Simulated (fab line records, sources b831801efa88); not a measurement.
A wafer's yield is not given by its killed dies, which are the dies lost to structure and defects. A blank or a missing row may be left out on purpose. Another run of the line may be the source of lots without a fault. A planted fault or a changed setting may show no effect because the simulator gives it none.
fab line records -- flow sky130
[record] lots = 5, wafers = 15, last-day = 50
route steps=708 shown DNWELL@41 PWDE@45 NWELL@56 PAD_OPEN@708
lots untouched by any fault: they come from a run of this same line in which no faults occurred
start-h: start of the lot's first displayed wafer, in hours after the record's first day -- wait-h: hours from the lot's prior step to this one -- " unchanged from the row above -- L1.1+2: a row that stands for several wafers -- - no value, or no start given -- * or withheld: withheld -- < > ~ a bound
route shown NAME@n: names a module that has steps shown in the file, with the first one's number in the route -- usual: average and standard deviation across the fault-free wafers -- same: alike in all rows -- chamber/n: place in a boat -- sites: per-site readings -- _std_site: their standard deviation -- _edge_site: outer sites' mean less inner sites' -- radius-mm: how far each site lies from the wafer's centre -- mask NAME#n: copy n -- behind: the last tool/chamber to shape the wafer -- hold: cause of the lot's hold/its duration in hours/its outcome -- device: which transistor (n, p or np) failed to switch -- end of line: the route-end tests of the same wafers -- a step without rows: its recipe alone -- killed: at the first sort, the dies lost to defects and structure; wafer yield is something else -- map: shows each die of a wafer: x if killed, . if not, _ if none is there
set.NAME: the setting the step ran with; set.NAME@STEP: the setting that earlier step ran with -- model.NAME: the simulator's own value behind a step, which no gauge read
lots seen at some steps along the route; tables by step, rows by wafer
services: the hour from which a tool's chamber was out of use, counted from the record's first day as start-h (under 0 if before that day), plus the number of hours and why
[[steps]]
[step SKY_DNWELL_DEVELOP_06]
[recipe] wall-angle-deg = 90, developer = TMAH, develop-time-s = 60, dev-temp-c = 23
[step SKY_DNWELL_IMPLANT_07]
[recipe] species = P, energy-kev = withheld, dose-cm2 = withheld, tilt-deg = withheld
[step SKY_DNWELL_STRIP_08]
[recipe] chemistry = O2/N2, power-w = 1400, pressure-mtorr = 1500, platen-temp-c = withheld, o2-flow-sccm = 3000, n2-flow-sccm = 300, overash-fraction = 0.5
[step SKY_PWDE_DEHYDRATE_00]
[recipe] temp-c = 200, time-s = 60
[step SKY_PWDE_HMDS_01]
[recipe] prime-time-s = 60, prime-temp-c = 120
[step SKY_PWDE_COAT_02]
[recipe] spin-rpm = 2000, resist-thk-nm = 3000
[step SKY_PWDE_SOFTBAKE_03]
[recipe] temp-c = 110, time-s = withheld
[step SKY_PWDE_EXPOSE_04]
[recipe] mask-id = PWDEM, na = 0.6, source-shape = conventional, sigma-outer = 0.6, polarization = unpolarized, target-cd-nm = 840, dose-mj = 214
[step SKY_PWDE_PEB_05]
[recipe] temp-c = 115, time-s = withheld
[step SKY_PWDE_DEVELOP_06]
[recipe] wall-angle-deg = 90, developer = TMAH, develop-time-s = 60, dev-temp-c = 23
[step SKY_PWDE_IMPLANT_08]
[recipe] species = B, energy-kev = 150, dose-cm2 = 3.6e+12, tilt-deg = withheld
[usual] dose-ions-cm2 = 3.599e+12/3.6e+09, faraday-current-uA = 20.3/0.39
lot.wafer,tool,chamber,start-h,wait-h,dose-ions-cm2,faraday-current-uA
L556.1,implanter-04,0,147.72,0.0,3.595e+12,20.5
L556.5,implanter-04,0,147.72,0.0,3.598e+12,20.5
L556.6,implanter-04,0,147.72,0.0,3.598e+12,20.2
L558.1,implanter-04,0,160.67,0.0,3.499e+12,19.7
L558.2,implanter-04,0,160.67,0.0,3.5e+12,19.4
L558.3,implanter-04,0,160.67,0.0,3.504e+12,19.4
L559.2,implanter-04,0,166.43,0.0,3.504e+12,19.6
L559.3,implanter-04,0,166.43,0.0,3.498e+12,19.5
L559.4,implanter-04,0,166.43,0.0,3.499e+12,20.3
L560.1,implanter-04,0,168.31,0.0,3.495e+12,19.4
L560.3,implanter-04,0,168.31,0.0,3.502e+12,19.9
L560.6,implanter-04,0,168.31,0.0,3.497e+12,19.5
L563.1,implanter-01,0,193.66,0.0,3.6e+12,20.5
L563.3,implanter-01,0,193.66,0.0,3.596e+12,19.4
L563.4,implanter-01,0,193.66,0.0,3.594e+12,20.2
[step SKY_PWDE_STRIP_09]
[recipe] chemistry = O2/N2, power-w = 1400, pressure-mtorr = 1500, platen-temp-c = withheld, o2-flow-sccm = 3000, n2-flow-sccm = 300, overash-fraction = 0.5
[step SKY_NWELL_DEHYDRATE_03]
[recipe] temp-c = 200, time-s = 60
[step SKY_NWELL_HMDS_04]
[recipe] prime-time-s = 60, prime-temp-c = 120
[step SKY_NWELL_COAT_05]
[recipe] spin-rpm = 2000, resist-thk-nm = 3000
[step SKY_NWELL_SOFTBAKE_06]
[recipe] temp-c = 110, time-s = withheld
[step SKY_NWELL_EXPOSE_07]
[recipe] mask-id = NWM, na = 0.6, source-shape = conventional, sigma-outer = 0.6, polarization = unpolarized, target-cd-nm = 840, dose-mj = 255
[step SKY_NWELL_PEB_08]
[recipe] temp-c = 115, time-s = withheld
[step SKY_NWELL_DEVELOP_09]
[recipe] wall-angle-deg = 90, developer = TMAH, develop-time-s = 60, dev-temp-c = 23
[step SKY_NWELL_IMPLANT_11]
[recipe] species = P, energy-kev = 400, dose-cm2 = 1.9e+13, tilt-deg = withheld
[step SKY_NWELL_IMPLANT_12]
[recipe] species = P, energy-kev = 120, dose-cm2 = 1.3e+12, tilt-deg = withheld
[step SKY_NWELL_IMPLANT_13]
[recipe] species = P, energy-kev = 50, dose-cm2 = 7e+11, tilt-deg = withheld
[step SKY_NWELL_STRIP_14]
[recipe] chemistry = O2/N2, power-w = 1400, pressure-mtorr = 1500, platen-temp-c = withheld, o2-flow-sccm = 3000, n2-flow-sccm = 300, overash-fraction = 0.5
[step SKY_NWELL_DEHYDRATE_16]
[recipe] temp-c = 200, time-s = 60
[step SKY_NWELL_HMDS_17]
[recipe] prime-time-s = 60, prime-temp-c = 120
[step SKY_NWELL_COAT_18]
[recipe] spin-rpm = 2000, resist-thk-nm = 3000
[step SKY_NWELL_SOFTBAKE_19]
[recipe] temp-c = 110, time-s = withheld
[step SKY_NWELL_EXPOSE_20]
[recipe] mask-id = NWM_COMPLEMENT, na = 0.6, source-shape = conventional, sigma-outer = 0.6, polarization = unpolarized, target-cd-nm = 840, dose-mj = 260
[step SKY_NWELL_PEB_21]
[recipe] temp-c = 115, time-s = withheld
[step SKY_NWELL_DEVELOP_22]
[recipe] wall-angle-deg = 90, developer = TMAH, develop-time-s = 60, dev-temp-c = 23
[step SKY_NWELL_IMPLANT_24]
[recipe] species = B, energy-kev = 140, dose-cm2 = 9.2e+12, tilt-deg = withheld
[step SKY_NWELL_STRIP_25]
[recipe] chemistry = O2/N2, power-w = 1400, pressure-mtorr = 1500, platen-temp-c = withheld, o2-flow-sccm = 3000, n2-flow-sccm = 300, overash-fraction = 0.5
[step SKY_NWELL_CLEAN_27]
[recipe] chemistry = SC1/SC2, mix = 1:4:20, temp-c = 70, time-s = 150, dry = n2-spin
[step SKY_NWELL_RTA_28]
[recipe] temp-c = 1050, time-s = 30, idle-temp-c = 650, ramp-up-c-per-s = 150, ramp-down-c-per-s = 90, ambient = N2
[step SKY_NWELL_RS_MEAS_31]
[recipe] thk-meas-gauge = four-point-probe
[usual] PWDE_RS = 5279/21
lot.wafer,tool,chamber,start-h,wait-h,PWDE_RS[ohm/sq]
L556.1,film-metro-02,-,188.67,0.1,5292
L556.5,film-metro-02,-,188.67,0.1,5300
L556.6,film-metro-02,-,188.67,0.1,5302
L558.1,film-metro-03,-,204.02,0.1,5403
L558.2,film-metro-03,-,204.02,0.1,5401
L558.3,film-metro-03,-,204.02,0.1,5398
L559.2,film-metro-02,-,210.42,0.1,5417
L559.3,film-metro-02,-,210.42,0.1,5417
L559.4,film-metro-02,-,210.42,0.1,5421
L560.1,film-metro-03,-,211.05,0.1,5385
L560.3,film-metro-03,-,211.05,0.1,5364
L560.6,film-metro-03,-,211.05,0.1,5384
L563.1,film-metro-02,-,239.41,0.1,5274
L563.3,film-metro-02,-,239.41,0.1,5270
L563.4,film-metro-02,-,239.41,0.1,5279
[step SKY_PAD_OPEN_PROBE_99]
[usual] killed_at_M0_to_M3 = 45/6.8, killed_at_M4_up = 3.2/1.6, killed-at-contacts = 24/5.1, killed-at-front-end = 14/4.4, killed-dies = 87/8.8, killed-open = 47/7.2, killed-short = 39/6.1
[same] gross-dies = 492, killed-at-back-side = 0, killed-at-other = 0
lot.wafer,tool,chamber,start-h,wait-h,killed_at_M0_to_M3,killed_at_M4_up,killed-at-contacts,killed-at-front-end,killed-dies,killed-open,killed-short,model.etest.res-pwde-under-gate.rs-ohm-sq
L556.1,prober-02,-,1153.58,0.1,42,2,21,20,85,43,42,6190
L556.5,prober-02,-,1153.78,0.2,40,1,31,22,94,50,44,6196
L556.6,prober-02,-,1153.83,0.2,48,7,23,12,90,46,44,6162
L558.1,prober-02,-,1169.99,0.1,44,6,20,12,82,43,39,6388
L558.2,prober-02,-,1170.04,0.1,37,6,22,16,81,46,35,6425
L558.3,prober-02,-,1170.09,0.2,40,2,25,13,80,35,45,6401
L559.2,prober-01,-,1174.52,0.1,42,2,15,14,73,44,29,6363
L559.3,prober-01,-,1174.57,0.2,50,7,20,25,102,46,55,6364
L559.4,prober-01,-,1174.62,0.2,44,6,21,17,88,53,35,6375
L560.1,prober-02,-,1176.83,0.1,38,4,17,11,70,43,27,6347
L560.3,prober-02,-,1176.93,0.2,48,2,27,11,88,50,38,6282
L560.6,prober-02,-,1177.08,0.2,42,5,23,17,87,44,43,6306
L563.1,prober-01,-,1197.09,0.1,51,4,23,9,87,39,48,6067
L563.3,prober-01,-,1197.19,0.2,53,4,19,10,86,46,40,6077
L563.4,prober-01,-,1197.24,0.2,53,5,31,13,102,51,51,6121
// killed by level:class
L556.1 VIA1:geometric-particle:open=11 VIA1:geometric-particle:short=8 CONTACT:geometric-particle:open=7 LI_CONTACT:geometric-particle:open=6 FIELD_ISO:geometric-particle:open=5 FIELD_ISO:geometric-particle:short=4 POLY_GATE:geometric-particle:short=4 LOCAL_INTERCONNECT:geometric-particle:short=4
L556.5 VIA1:geometric-particle:open=12 LI_CONTACT:geometric-particle:open=11 CONTACT:geometric-particle:open=11 METAL1:geometric-particle:short=8 POLY_GATE:geometric-particle:short=7 FIELD_ISO:geometric-particle:short=6 VIA3:geometric-particle:open=4 VIA1:geometric-particle:short=4
L556.6 CONTACT:geometric-particle:open=12 METAL2:geometric-particle:short=9 VIA1:geometric-particle:short=7 METAL1:geometric-particle:short=6 VIA1:geometric-particle:open=6 LI_CONTACT:geometric-particle:open=5 METAL4:geometric-particle:short=5 POLY_GATE:geometric-particle:open=4
L558.1 CONTACT:geometric-particle:open=11 VIA3:geometric-particle:open=9 VIA1:geometric-particle:open=8 METAL1:geometric-particle:short=5 FIELD_ISO:geometric-particle:open=4 FIELD_ISO:geometric-particle:short=4 CONTACT:geometric-particle:short=4 VIA1:geometric-particle:short=4
L558.2 VIA1:geometric-particle:open=12 LI_CONTACT:geometric-particle:open=7 CONTACT:geometric-particle:open=7 METAL1:geometric-particle:short=6 VIA1:geometric-particle:short=5 METAL4:geometric-particle:short=5 POLY_GATE:geometric-particle:open=4 LOCAL_INTERCONNECT:geometric-particle:short=4
L558.3 CONTACT:geometric-particle:open=8 METAL1:geometric-particle:short=8 VIA1:geometric-particle:open=7 METAL2:geometric-particle:short=7 LI_CONTACT:geometric-particle:open=6 FIELD_ISO:geometric-particle:short=5 FIELD_ISO:geometric-particle:open=4 CONTACT:geometric-particle:short=4
L559.2 VIA1:geometric-particle:open=10 VIA2:geometric-particle:open=10 VIA3:geometric-particle:open=8 CONTACT:geometric-particle:open=6 FIELD_ISO:geometric-particle:short=5 POLY_GATE:geometric-particle:short=5 METAL2:geometric-particle:short=4 LOCAL_INTERCONNECT:geometric-particle:short=3
L559.3 FIELD_ISO:geometric-particle:short=10 VIA1:geometric-particle:open=9 CONTACT:geometric-particle:open=8 VIA3:geometric-particle:open=7 METAL2:geometric-particle:short=7 METAL4:geometric-particle:short=7 METAL1:geometric-particle:short=6 VIA1:geometric-particle:short=6
L559.4 VIA1:geometric-particle:open=12 FIELD_ISO:geometric-particle:open=9 VIA2:geometric-particle:open=8 CONTACT:geometric-particle:open=7 VIA3:geometric-particle:open=5 FIELD_ISO:geometric-particle:short=4 METAL2:geometric-particle:short=4 LI_CONTACT:geometric-particle:open=4
L560.1 VIA2:geometric-particle:open=7 CONTACT:geometric-particle:open=6 VIA3:geometric-particle:open=6 VIA1:geometric-particle:short=5 VIA1:geometric-particle:open=5 LI_CONTACT:geometric-particle:short=4 FIELD_ISO:geometric-particle:open=3 LI_CONTACT:geometric-particle:open=3
L560.3 CONTACT:geometric-particle:open=15 VIA1:geometric-particle:open=9 VIA1:geometric-particle:short=8 CONTACT:geometric-particle:short=6 LI_CONTACT:geometric-particle:open=5 VIA2:geometric-particle:open=5 VIA3:geometric-particle:open=5 METAL1:geometric-particle:short=4
L560.6 VIA1:geometric-particle:open=10 CONTACT:geometric-particle:open=9 METAL2:geometric-particle:short=8 METAL1:geometric-particle:short=6 FIELD_ISO:geometric-particle:open=5 VIA2:geometric-particle:open=5 FIELD_ISO:geometric-particle:short=4 LI_CONTACT:geometric-particle:short=4
L563.1 VIA1:geometric-particle:open=12 CONTACT:geometric-particle:open=11 METAL1:geometric-particle:short=10 VIA1:geometric-particle:short=7 METAL2:geometric-particle:short=5 FIELD_ISO:geometric-particle:short=4 LI_CONTACT:geometric-particle:open=4 LOCAL_INTERCONNECT:geometric-particle:short=4
L563.3 VIA1:geometric-particle:open=13 VIA1:geometric-particle:short=8 METAL2:geometric-particle:short=8 METAL1:geometric-particle:short=7 VIA3:geometric-particle:open=7 LI_CONTACT:geometric-particle:open=6 CONTACT:geometric-particle:open=6 POLY_GATE:geometric-particle:open=4
L563.4 CONTACT:geometric-particle:open=14 VIA1:geometric-particle:open=10 METAL2:geometric-particle:short=8 METAL1:geometric-particle:short=7 LI_CONTACT:geometric-particle:open=6 METAL4:geometric-particle:short=5 VIA3:geometric-particle:short=5 VIA3:geometric-particle:open=5
[[services]]
tool,chamber,start-h,hours,kind
implanter-01,-,136.42,1.6,repair
implanter-01,-,149.17,2.3,pm
[[key]]
[first-sign] step = SKY_PWDE_IMPLANT_08, reading = dose-ions-cm2, direction = down, sigmas = 27, usual = *, struck = *
[effect] step = SKY_PWDE_IMPLANT_08, reading = faraday-current-uA, direction = down, sigmas = 1.7, usual = 20.3, struck = 19.6
[effect] step = SKY_NWELL_RS_MEAS_31, reading = PWDE_RS, direction = up, sigmas = 5.8, usual = 5279, struck = 5399
[model-effect] step = SKY_PAD_OPEN_PROBE_99, value = etest.res-pwde-under-gate.rs-ohm-sq, without = 6193, struck = 6361
met-at SKY_PWDE_IMPLANT_08
struck-wafers L558.1,L558.2,L558.3,L559.2,L559.3,L559.4,L560.1,L560.3,L560.6
tester-left-out L558,L559,L560
onset-between 147.72 160.67
[fault] kind = process-parameter-drift, tool = implanter-04, chamber = -, onset-h = 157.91, steps = SKY_PWDE_IMPLANT_08, channel = dose-cm2, offset = *, shape = step, end-h = 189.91, acts-in = *, stated = *
// tester-left-out: of these lots the tester's yield and bins aren't shown, on N5 and GAA mostly nor the transistor test; their killed dies are dies lost to structure and defects alone, not to doping, threshold or leakage, so they don't give the yield
